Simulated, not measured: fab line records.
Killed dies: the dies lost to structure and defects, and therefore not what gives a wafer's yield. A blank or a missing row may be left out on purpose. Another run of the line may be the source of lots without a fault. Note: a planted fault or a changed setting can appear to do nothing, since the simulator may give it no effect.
Chamber matching :: flow sky130 :: SKY_VIA1_CMP_02 on cmp-02 has 4 sister chambers
The step polishes SiO2. 4 wafers are shown with their chamber, then 12 later ones without.

EACH WAFER AND ITS CHAMBER
wafer: L088.3
chamber: 3
motor_current_A (A): 12.6

wafer: L089.4
chamber: 2
motor_current_A (A): 11.9

wafer: L090.4
chamber: 1
motor_current_A (A): 13.4

wafer: L090.6
chamber: 0
motor_current_A (A): 11.4

WAFERS WHOSE CHAMBER IS MISSING
wafer: L094.1
motor_current_A (A): 11.4

wafer: L094.5
motor_current_A (A): 11.4

wafer: L094.6
motor_current_A (A): 12.1

wafer: L093.1
motor_current_A (A): 13.6

wafer: L093.2
motor_current_A (A): 12.1

wafer: L093.6
motor_current_A (A): 13.5

wafer: L095.3
motor_current_A (A): 11.8

wafer: L095.5
motor_current_A (A): 12.4

wafer: L095.6
motor_current_A (A): 11.5

wafer: L096.1
motor_current_A (A): 11.7

wafer: L096.3
motor_current_A (A): 11.8

wafer: L096.4
motor_current_A (A): 13.8

EACH ONE'S CHAMBER
wafer: L094.1
from the rows above: 0
in truth: 0

wafer: L094.5
from the rows above: 0
in truth: 0

wafer: L094.6
from the rows above: can't be placed: 2 or 3
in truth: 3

wafer: L093.1
from the rows above: 1
in truth: 1

wafer: L093.2
from the rows above: can't be placed: 2 or 3
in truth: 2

wafer: L093.6
from the rows above: 1
in truth: 1

wafer: L095.3
from the rows above: can't be placed: 2 or 0
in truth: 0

wafer: L095.5
from the rows above: can't be placed: 3 or 2
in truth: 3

wafer: L095.6
from the rows above: can't be placed: 0 or 2
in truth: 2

wafer: L096.1
from the rows above: can't be placed: 2 or 0
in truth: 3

wafer: L096.3
from the rows above: can't be placed: 2 or 0
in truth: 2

wafer: L096.4
from the rows above: 1
in truth: 1
Correct placement for 5 of the 12. Unplaceable from these rows: 7, with the true chamber sitting among the candidates in 6. Wrongly placed: 0.
How it was worked out, from the rows above alone: a wafer's distance from a chamber is the root of the sum, over the readings, of the square of ((its reading less the chamber's mean) divided by the reading's scatter). If the next closest chamber is less than 2 further off than the closest, the wafer can't be placed; otherwise it belongs to the closest. The mean given for a chamber averages the wafers shown for that chamber. The scatter (one wafer shown for each chamber): square how far every hidden wafer sits from the nearest shown wafer, average those squares and take the square root.
